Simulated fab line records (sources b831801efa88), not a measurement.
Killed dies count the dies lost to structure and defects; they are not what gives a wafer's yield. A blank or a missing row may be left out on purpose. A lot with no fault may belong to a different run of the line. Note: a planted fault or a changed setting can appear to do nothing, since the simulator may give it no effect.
Matching of chambers + flow sky130 + cmp-01 running SKY_VIA1_CMP_02: 4 sister chambers
The step polishes SiO2. 4 wafers are shown with their chamber, then 12 later ones without.

== WAFERS PAIRED WITH THEIR CHAMBERS ==
| wafer  | chamber | motor_current_A (A) |
|--------|---------|---------------------|
| L083.4 | 2       | 12.8                |
| L089.1 | 3       | 13.4                |
| L093.1 | 1       | 11.9                |
| L093.6 | 0       | 10.9                |

== WAFERS MISSING THEIR CHAMBER ==
| wafer  | motor_current_A (A) |
|--------|---------------------|
| L088.3 | 12.9                |
| L088.4 | 10.5                |
| L088.6 | 12.5                |
| L085.2 | 13.4                |
| L085.4 | 10.6                |
| L085.6 | 12.7                |
| L095.1 | 10.4                |
| L095.2 | 13.8                |
| L095.5 | 13.4                |
| L090.1 | 12.4                |
| L090.5 | 11.6                |
| L090.6 | 12.6                |

== THE CHAMBER EACH PASSED THROUGH ==
| wafer  | from the rows above     | in truth                   |
|--------|-------------------------|----------------------------|
| L088.3 | can't be placed: 2 or 3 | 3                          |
| L088.4 | 0                       | 0                          |
| L088.6 | can't be placed: 2 or 1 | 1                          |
| L085.2 | 3                       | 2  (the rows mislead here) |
| L085.4 | 0                       | 0                          |
| L085.6 | 2                       | 2                          |
| L095.1 | 0                       | 0                          |
| L095.2 | 3                       | 3                          |
| L095.5 | 3                       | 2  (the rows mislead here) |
| L090.1 | can't be placed: 2 or 1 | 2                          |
| L090.5 | can't be placed: 1 or 0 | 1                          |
| L090.6 | can't be placed: 2 or 1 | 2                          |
Placed correctly: 5 of 12. Can't be placed from these rows: 5 (the true chamber is among the candidates in 5). Placed wrongly: 2.
How it was worked out, from the rows above alone: a wafer's distance from a chamber is the root of the sum, over the readings, of the square of ((its reading less the chamber's mean) divided by the reading's scatter). If the next closest chamber is less than 2 further off than the closest, the wafer can't be placed; otherwise it belongs to the closest. For every chamber, the mean is computed from those of its wafers that are shown. The scatter (one wafer shown for each chamber): square how far every hidden wafer sits from the nearest shown wafer, average those squares and take the square root.
